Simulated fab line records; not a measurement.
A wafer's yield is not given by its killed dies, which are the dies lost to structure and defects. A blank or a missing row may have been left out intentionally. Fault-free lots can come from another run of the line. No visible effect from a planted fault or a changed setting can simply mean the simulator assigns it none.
8D (eight disciplines) problem report, filled in by code || flow sky130 || the parts of the form that need people (team, actions taken, sign-off) are left out

1. THE PROBLEM
At SKY_METAL3_ETCH_16, rf fwd power W averages 577.7 W over 6 wafers from 2 lots, while fault-free wafers read 496.8 W, standard deviation 1.9. That puts it +43 standard deviations away from the usual mean.
The step: etches BARC in N2/H2, stops on SiO2, time 88.2 s, target depth 60 nm.
Earliest sighting: wafer L131.2 on rie metal-03 at day 42 11:20. At this step, 18 wafers from 6 lots have a number in the record. Rule for "out", or "out of limits": more than 4 standard deviations from the usual mean. All remaining wafers that have a number are taken as sound.

2. WHAT THIS IS AND IS NOT
{"question": "which readings at this step", "is": "rf fwd power W", "is not": "drypump motor current A, throttle valve pct"}
{"question": "which lots", "is": "L131, L135", "is not": "L123, L132, L140, L142"}
{"question": "which wafers of those lots", "is": "all that have a number", "is not": "-"}
{"question": "read on which tools", "is": "rie metal-03", "is not": "rie metal-01, rie metal-04"}
{"question": "when", "is": "from day 42 11:20", "is not": "up to then (3 sound wafers); but 9 sound wafers of L132, L140, L142 came after"}

3. WHAT RULES OUT EACH SUSPECT
Counting: any tool at a process step up to the reading is kept as a suspect provided that every lot that is out went through it and no sound lot did after the first of them.
- rie metal-03 at SKY_METAL3_DESCUM_15 (chemistry O2, time 8 s): kept. All lots that are out passed through it, beginning with L131 at day 42 11:17, and no sound lot followed; its final sound lot before that point was L123 at day 40 06:10.
- rie metal-03 at SKY_METAL3_ETCH_16 (etches BARC in N2/H2, stops on SiO2, time 88.2 s, target depth 60 nm): kept. All lots that are out passed through it, beginning with L131 at day 42 11:20, and no sound lot followed; its final sound lot before that point was L123 at day 40 06:11. On those wafers its own readings are out: rf fwd power W.
The count leaves rie metal-03 at SKY_METAL3_ETCH_16 and rie metal-03 at SKY_METAL3_DESCUM_15.

4. THE CAUSE (what the simulator had put in)
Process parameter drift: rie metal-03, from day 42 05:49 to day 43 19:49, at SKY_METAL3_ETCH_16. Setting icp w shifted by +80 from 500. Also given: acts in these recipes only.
After counting, 2 suspects remain, this tool included.

5. THE EFFECT CHAIN, in route order
Each row: a reading whose mean over the struck wafers that have a number lies more than 3 standard deviations from the usual. Only readings whose record carries a usual standard deviation are examined. hours: median over the lots of the time between each lot's start at the first step of this table that gives one and its start at this step. sigmas: the change, counted in usual standard deviations.
{"hours": 0, "step": "SKY_METAL3_ETCH_16", "reading": "rf fwd power W", "usual": "496.8 W", "on struck wafers": 577.7, "change": "+80.9", "sigmas": "+43"}
The process steps in it:
- SKY_METAL3_ETCH_16: etches BARC in N2/H2, stops on SiO2, time 88.2 s, target depth 60 nm.

6. HOW IT WOULD HAVE BEEN CAUGHT EARLIER
In this record no reading fell out of limits until day 42 11:20, 6 hours after the fault had begun at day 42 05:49.
